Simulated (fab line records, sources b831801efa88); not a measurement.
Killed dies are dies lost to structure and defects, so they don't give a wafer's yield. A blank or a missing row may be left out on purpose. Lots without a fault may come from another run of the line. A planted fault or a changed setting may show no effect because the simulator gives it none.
One fault seen from 2 desks | flow sky130 | each desk has only its own numbers; what lay behind them comes last

THE TOOL OWNER'S DESK: cmp-01
The tool's own readings at SKY_VIA1_CMP_02 (polishes SiO2): means of the sampled wafers that have a number, for each lot that ran on this tool. A lot is out of limits, marked OUT, if its mean lies more than 4 standard deviations from the usual mean; the brackets give that distance.
Columns: A = edge_zone_pressure_frac at SKY_VIA1_CMP_02, usual 0.999; B = head_pressure_psi at SKY_VIA1_CMP_02, usual 4.000 psi; C = motor_current_A at SKY_VIA1_CMP_02, usual 12.4 A; D = platen_rpm at SKY_VIA1_CMP_02, usual 60.00 rpm; E = retaining_ring_pressure_frac at SKY_VIA1_CMP_02, usual 1.000; F = slurry_flow_ml_min at SKY_VIA1_CMP_02, usual 149.9
lot  | first seen here | A     | B     | C    | D     | E     | F
L317 | day 33 19:40    | 1.000 | 3.995 | 12.7 | 59.99 | 1.004 | 149.7
L330 | day 38 03:16    | 1.006 | 4.000 | 13.1 | 60.00 | 1.006 | 150.0
L335 | day 39 13:41    | 1.003 | 3.993 | 13.5 | 59.98 | 0.998 | 150.0
L337 | day 39 17:19    | 1.000 | 4.000 | 13.5 | 59.99 | 0.995 | 149.6
L338 | day 39 20:44    | 0.995 | 4.009 | 12.3 | 59.99 | 1.004 | 149.5
This desk's finding: nothing out of limits on any of the 5 lots.

THE METROLOGY DESK
What the gauges read, lot by lot, whatever tool the lot ran on: means of the sampled wafers that have a number. A lot is out of limits, marked OUT, if its mean lies more than 4 standard deviations from the usual mean; the brackets give that distance.
Columns: A = VIA1_BOW at SKY_VIA1_BOW_MEAS_03, usual 80 um
lot  | first seen here | A
L317 | day 33 19:59    | 77
L320 | day 33 22:44    | 84
L323 | day 35 16:34    | 114 (+5.0) OUT
L324 | day 35 16:58    | 109 (+4.3) OUT
L326 | day 35 18:04    | 110 (+4.5) OUT
L330 | day 38 03:34    | 80
L332 | day 38 05:17    | 88
L333 | day 38 09:10    | 68
L335 | day 39 13:56    | 74
L337 | day 39 17:35    | 83
L338 | day 39 21:04    | 74
This desk's finding: out of limits on L323, L324, L326; first on L323, day 35 16:34 (VIA1_BOW at SKY_VIA1_BOW_MEAS_03). In limits: L317, L320, L330, L332, L333, L335, L337, L338.

PUT TOGETHER
The metrology desk could have raised an alarm at day 35 16:34, on L323, L324, L326.
The tool owner's desk saw nothing out of limits.
The tool owner's desk has no number on record for L323, L324, L326.
Of the lots named, all ran SKY_VIA1_CMP_02 on cmp-01.

WHAT THE SIMULATOR HAD PUT IN
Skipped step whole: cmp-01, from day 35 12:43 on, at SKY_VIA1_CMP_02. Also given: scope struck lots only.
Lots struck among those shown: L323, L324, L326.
Hours from the fault's start to each desk's first reading out of limits: the metrology desk, 4.
